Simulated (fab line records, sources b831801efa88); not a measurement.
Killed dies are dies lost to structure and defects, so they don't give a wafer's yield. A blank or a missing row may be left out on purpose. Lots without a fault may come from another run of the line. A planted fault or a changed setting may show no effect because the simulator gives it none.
Which tool did it? | flow gf180mcu | 14 lots, 42 wafers sampled, at 2 steps of a route of 602

WHAT THE GAUGES READ, wafer by wafer
GF_V2_OVL_MEAS_15.
lot  | measured     | on         | V2_OVL (nm)
L682 | day 22 08:26 | overlay-02 | -2 -9 -1
L683 | day 22 22:21 | overlay-01 | 2 2 5
L684 | day 23 05:26 | overlay-02 | 0 -2 -6
L685 | day 23 14:14 | overlay-01 | -3 -2 -3
L689 | day 24 17:38 | overlay-01 | -7 -16 -9
L690 | day 25 08:38 | overlay-02 | 1 6 0
L692 | day 25 23:02 | overlay-02 | -6 -3 -4
L693 | day 26 05:12 | overlay-02 | -3 -8 -12
L694 | day 26 10:17 | overlay-02 | 7 1 3
L695 | day 26 16:35 | overlay-01 | -1 2 1
L698 | day 27 13:47 | overlay-02 | -2 -1 -5
L699 | day 28 00:38 | overlay-02 | 5 4 3
L703 | day 28 22:32 | overlay-01 | -3 6 5
L705 | day 29 11:21 | overlay-02 | 1 5 1

WHICH TOOL RAN EACH LOT (tool, then ch and the chambers of the sampled wafers, then the start)
lot  | GF_DNWELL_COAT_02
L682 | litho_track-03 ch 0, day 2 13:39
L683 | litho_track-02 ch 0, day 2 20:34
L684 | litho_track-02 ch 0, day 3 01:43
L685 | litho_track-03 ch 0, day 3 07:25
L689 | litho_track-02 ch 0, day 4 03:49
L690 | litho_track-02 ch 0, day 4 07:57
L692 | litho_track-04 ch 0, day 4 19:17
L693 | litho_track-02 ch 0, day 4 23:43
L694 | litho_track-03 ch 0, day 5 04:40
L695 | litho_track-03 ch 0, day 5 09:03
L698 | litho_track-02 ch 0, day 6 00:25
L699 | litho_track-02 ch 0, day 6 10:49
L703 | litho_track-03 ch 0, day 7 04:25
L705 | litho_track-03 ch 0, day 7 14:25
- GF_DNWELL_COAT_02: resist thk 3000 nm.

WHAT THE TOOLS THEMSELVES READ (means of the sampled wafers that have a number; where no wafer has one, the mark that the record gives instead)
GF_DNWELL_COAT_02.
lot  | tool           | spin_speed_rpm (rpm)
L682 | litho_track-03 | 1999.3
L683 | litho_track-02 | 1999.8
L684 | litho_track-02 | 1999.2
L685 | litho_track-03 | 1998.1
L689 | litho_track-02 | 2000.6
L690 | litho_track-02 | 1999.5
L692 | litho_track-04 | 1998.8
L693 | litho_track-02 | 1999.2
L694 | litho_track-03 | 1999.3
L695 | litho_track-03 | 1999.5
L698 | litho_track-02 | 2031.7
L699 | litho_track-02 | 2031.7
L703 | litho_track-03 | 1998.9
L705 | litho_track-03 | 1999.6

THE ANSWER, worked out from the rows above alone
Rule: what is usual is taken from the lots themselves. Put in order of their means at a reading, lots are off if they are a third of the lots or fewer, leave a main group of 4 or more, and stand apart from it by a gap of 3 or more times the standard deviation of the main group's means; of several such gaps the widest counts. A main group whose means are all the same, to the digits that the tables above print for the reading, isn't used. A lot without any number at a reading at which 4 lots or more have one is off too. The other lots that the step has rows for count as sound. The gauges are gone through in route order, then the tools' own readings, and for those a lot's mean is taken as printed above. The first step at which some lot is off is used, and at that step the reading that is off furthest; a lot without a number counts as furthest.
Off: L698, L699, at GF_DNWELL_COAT_02 (spin_speed_rpm). The main group: mean 1999.3 rpm, standard deviation 0.58.
A tool fits if, at that step or a process step before it, it ran every lot that is off, and no sound lot after the first of them. One fits: litho_track-02 at GF_DNWELL_COAT_02. Its last sound lot is L693 (day 4 23:43), its first lot that is off L698 (day 6 00:25): a fault that began between those two fits.
The tool's own readings at GF_DNWELL_COAT_02 bear it out: on the lots that are off they differ by more than 5 times the standard deviation of the sound lots' means. spin_speed_rpm reads 2031.7 rpm there against 1999.3 rpm on the sound lots.

WHAT THE SIMULATOR HAD PUT IN
Process parameter drift: litho_track-02, from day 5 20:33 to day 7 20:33, at GF_DNWELL_COAT_02. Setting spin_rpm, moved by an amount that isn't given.
Lots struck among those shown: L698, L699. The rule above found the same.
